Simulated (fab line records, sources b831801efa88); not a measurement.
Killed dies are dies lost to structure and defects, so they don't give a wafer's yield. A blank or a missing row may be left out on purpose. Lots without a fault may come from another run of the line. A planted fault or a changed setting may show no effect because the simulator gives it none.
Split-lot experiment | flow gf180mcu | 5 lots, 23 wafers read, on a route of 602 steps

THE SPLIT
At GF_V1_COAT_09 (resist thk 1000 nm), the setting resist_thk_nm was moved away from the recipe's 1000 nm on 5 of the 23 wafers read, by +2.1% to +5.7%. The other wafers ran this setting at the recipe's value.

The reading is taken at the split's own step.

THE READING
KrF_of_V1_COAT_09.thk_nm (the simulator's own value, which no gauge read), in nm, at GF_V1_COAT_09 (resist thk 1000 nm). The file gives no usual value for it. The 18 wafers here that ran the recipe average 1001.1 nm, standard deviation 3 nm.

wafer  | tool, chamber at the split | resist_thk_nm as run, nm | against the recipe | KrF_of_V1_COAT_09.thk_nm, nm | against lot-mates on the recipe
L076.3 | litho_track-02, 0          | 1000                     | recipe             | 999.9                        | -
L076.4 | litho_track-02, 0          | 1000                     | recipe             | 1004                         | -
L076.6 | litho_track-02, 0          | 1000                     | recipe             | 1005                         | -
L075.1 | litho_track-03, 0          | 1000                     | recipe             | 1005                         | -
L075.3 | litho_track-03, 0          | 1000                     | recipe             | 1002                         | -
L075.4 | litho_track-03, 0          | 1057                     | +5.7%              | 1059                         | +55.7
L075.6 | litho_track-03, 0          | 1057                     | +5.7%              | 1059                         | +55.7
L075.5 | litho_track-03, 0          | 1000                     | recipe             | 1003                         | -
L079.2 | litho_track-02, 0          | 1000                     | recipe             | 1006                         | -
L079.6 | litho_track-02, 0          | 1000                     | recipe             | 1006                         | -
L079.3 | litho_track-02, 0          | 1021                     | +2.1%              | 1025                         | +19.0
L079.4 | litho_track-02, 0          | 1021                     | +2.1%              | 1027                         | +21.0
L079.5 | litho_track-02, 0          | 1021                     | +2.1%              | 1024                         | +18.0
L083.1 | litho_track-02, 0          | 1000                     | recipe             | 999.3                        | -
L083.2 | litho_track-02, 0          | 1000                     | recipe             | 1000                         | -
L083.3 | litho_track-02, 0          | 1000                     | recipe             | 1001                         | -
L083.5 | litho_track-02, 0          | 1000                     | recipe             | 999.6                        | -
L083.6 | litho_track-02, 0          | 1000                     | recipe             | 997.9                        | -
L084.1 | litho_track-03, 0          | 1000                     | recipe             | 998.3                        | -
L084.2 | litho_track-03, 0          | 1000                     | recipe             | 996.1                        | -
L084.3 | litho_track-03, 0          | 1000                     | recipe             | 999.8                        | -
L084.4 | litho_track-03, 0          | 1000                     | recipe             | 999.9                        | -
L084.6 | litho_track-03, 0          | 1000                     | recipe             | 997.5                        | -

THE FIT
A straight line over all 23 wafers: KrF_of_V1_COAT_09.thk_nm changes by +10.3 nm for each +1% of resist_thk_nm; r = +0.99; the points scatter about the line by 3 nm.
The same after taking each lot's own level away (the mean of its wafers on the recipe; 23 wafers): +9.69 nm for each +1%; r = +1.00; scatter 1.4 nm.
On that fit, the largest move of resist_thk_nm shifts the reading by 55 nm.
The lots' own levels span 998.32 to 1006.00 nm, that is 2.6 times the standard deviation above.
So the lot-to-lot level changes the slope little: the two slopes agree.
Check: with one of the wafers moved furthest among these (+5.7%) left out of the fit, the line predicts +54.8 nm for it against its lot-mates. It came out at +55.7 nm against them.

OTHER SPLITS ON THESE WAFERS
These wafers also went through other splits before the reading. Each is held against what the fit with the lots' levels taken away leaves over:
other split on the same wafers        | wafers away from the commonest value | r with KrF_of_V1_COAT_09.thk_nm (lot level and that fit taken away)
GF_VT_IMPLANT_STRIP_31 pressure_mtorr | 5                                    | -0.20
GF_POLY_GATE_COAT_05 resist_thk_nm    | 10                                   | +0.13
GF_POLY_GATE_ETCH_13 over_etch_frac   | 8                                    | -0.04
GF_HV_LDD_DEVELOP_30 develop_time_s   | 8                                    | -0.23
GF_HV_LDD_IMPLANT_48 energy_kev       | 4                                    | -0.03
GF_CONTACT_CMP_04 leave_above_ref_nm  | 7                                    | -0.06
GF_CONTACT_ETCH_16 source_w           | 3                                    | -0.19
GF_M1_SPUTTER_00 power_w              | 9                                    | -0.19
GF_M1_SPUTTER_01 power_w              | 6                                    | -0.08

THE FILE'S OWN FIT
KrF_of_V1_COAT_09.thk_nm changes by +9.68 nm for each +1% of resist_thk_nm, r = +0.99.
